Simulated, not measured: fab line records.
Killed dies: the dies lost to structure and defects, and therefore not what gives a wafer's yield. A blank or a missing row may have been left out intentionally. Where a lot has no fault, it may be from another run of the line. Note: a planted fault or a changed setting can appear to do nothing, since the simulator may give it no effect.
Which tool is to blame? | flow sky130 | 24 lots with 72 wafers sampled at 2 steps, on a route of 708 steps

WHAT EACH GAUGE READ, for each wafer
SKY_FIELD_ISO_THK_MEAS_02.
lot  | measured    | on            | FIELD_ISO_OXIDATION_00_THK (nm)
L074 | day 1 12:11 | film_metro-03 | 11.77 11.68 11.64
L075 | day 1 23:34 | film_metro-01 | 12.24 12.20 12.28
L076 | day 1 23:34 | film_metro-03 | 12.26 12.11 12.22
L077 | day 2 05:31 | film_metro-01 | 12.21 12.17 12.15
L078 | day 2 09:56 | film_metro-01 | 12.12 12.38 12.36
L079 | day 2 15:31 | film_metro-03 | 12.60 12.54 12.59
L080 | day 2 21:10 | film_metro-01 | 12.26 11.99 12.05
L081 | day 3 02:41 | film_metro-01 | 12.09 12.19 12.33
L082 | day 3 06:55 | film_metro-02 | 12.05 12.43 12.19
L083 | day 3 09:56 | film_metro-02 | 11.85 12.07 11.75
L084 | day 3 15:40 | film_metro-02 | 11.85 11.70 11.53
L085 | day 3 19:49 | film_metro-03 | 12.16 12.03 12.19
L086 | day 3 23:56 | film_metro-03 | 11.80 11.69 11.70
L087 | day 4 05:13 | film_metro-02 | 11.36 11.47 11.51
L088 | day 4 11:08 | film_metro-02 | 11.92 11.86 12.17
L089 | day 4 15:17 | film_metro-02 | 11.88 11.62 11.98
L090 | day 4 19:41 | film_metro-02 | 11.87 12.04 11.93
L091 | day 5 00:57 | film_metro-02 | 12.24 12.11 12.19
L092 | day 5 06:01 | film_metro-02 | 11.75 11.72 11.80
L093 | day 5 10:38 | film_metro-02 | 11.87 11.85 11.88
L094 | day 5 15:38 | film_metro-03 | 12.13 12.14 12.02
L095 | day 5 21:28 | film_metro-03 | 11.70 11.88 11.87
L096 | day 6 01:55 | film_metro-02 | 11.92 11.58 11.66
L097 | day 6 08:59 | film_metro-02 | 11.83 11.82 11.95

SKY_VT_ADJUST_NCORE_OVL_MEAS_08.
lot  | measured     | on         | VT_ADJUST_NCORE_OVL (nm)
L074 | day 9 04:44  | overlay-02 | -3.7 -0.6 -1.5
L075 | day 9 16:13  | overlay-01 | 0.2 -0.1 -0.4
L076 | day 9 16:59  | overlay-01 | -0.8 -1.1 -0.3
L077 | day 9 22:38  | overlay-02 | -2.4 -0.3 -0.7
L078 | day 9 23:13  | overlay-01 | -1.8 0.0 -1.3
L079 | day 10 08:44 | overlay-02 | -1.6 -1.4 -1.2
L080 | day 10 13:35 | overlay-01 | -0.1 -0.7 -0.3
L081 | day 10 16:50 | overlay-02 | -1.6 0.8 0.1
L082 | day 11 06:28 | overlay-02 | -0.6 -0.7 -1.3
L083 | day 11 07:22 | overlay-02 | -1.2 -0.2 -2.1
L084 | day 11 14:05 | overlay-02 | 1.1 -0.2 -1.3
L085 | day 11 19:32 | overlay-02 | -0.3 -0.2 -1.3
L086 | day 12 01:56 | overlay-01 | 0.2 -0.4 -3.4
L087 | day 12 09:59 | overlay-01 | 1.2 1.6 -1.3
L088 | day 12 18:16 | overlay-02 | -1.6 -0.7 0.6
L089 | day 13 00:40 | overlay-02 | -0.9 -0.9 -1.1
L090 | day 13 10:59 | overlay-02 | -0.7 1.2 -2.0
L091 | day 13 11:34 | overlay-02 | -1.0 0.8 1.1
L092 | day 13 17:07 | overlay-02 | -2.7 0.3 -2.9
L093 | day 14 08:38 | overlay-02 | -0.9 -0.8 -2.0
L094 | day 14 17:19 | overlay-02 | 1.5 -0.2 -2.6
L095 | day 14 21:50 | overlay-02 | -0.6 -2.1 -1.0
L096 | day 15 01:35 | overlay-01 | -1.8 -3.2 -2.6
L097 | day 15 05:44 | overlay-02 | -0.3 -1.0 -0.5

WHAT TOOL EACH LOT RAN ON (gives the tool, then ch and the chambers of the sampled wafers, and finally the start)
Before these readings, the record contains no process step.

AS READ BY THE TOOLS THEMSELVES (means over the sampled wafers that have a number; for cases with no such wafer, the mark the record gives instead)
The record holds no such reading with a usual standard deviation.

THE ANSWER, worked out from the rows above alone
Rule: the usual values come from the lots themselves. The widest of any qualifying gaps counts: lots, ordered by their means at a reading, are off when they make up no more than a third of the lots, leave a main group of 4 or more, and stand apart from it by 3 or more times the standard deviation of that group's means. If all means in a main group match to the digits the tables above print for the reading, that group is not used. A lot without any number at a reading at which 4 lots or more have one is off too. All remaining lots with rows at the step are treated as sound. After the gauges, taken in route order, come the tools' own readings; for these a lot's mean is taken, as printed above. The first step at which some lot is off is used, and at that step the reading that is off furthest; a lot without a number counts as furthest.
Across all readings shown, no lot is off: no conclusion can be drawn from this.

WHAT THE SIMULATOR HAD PUT IN
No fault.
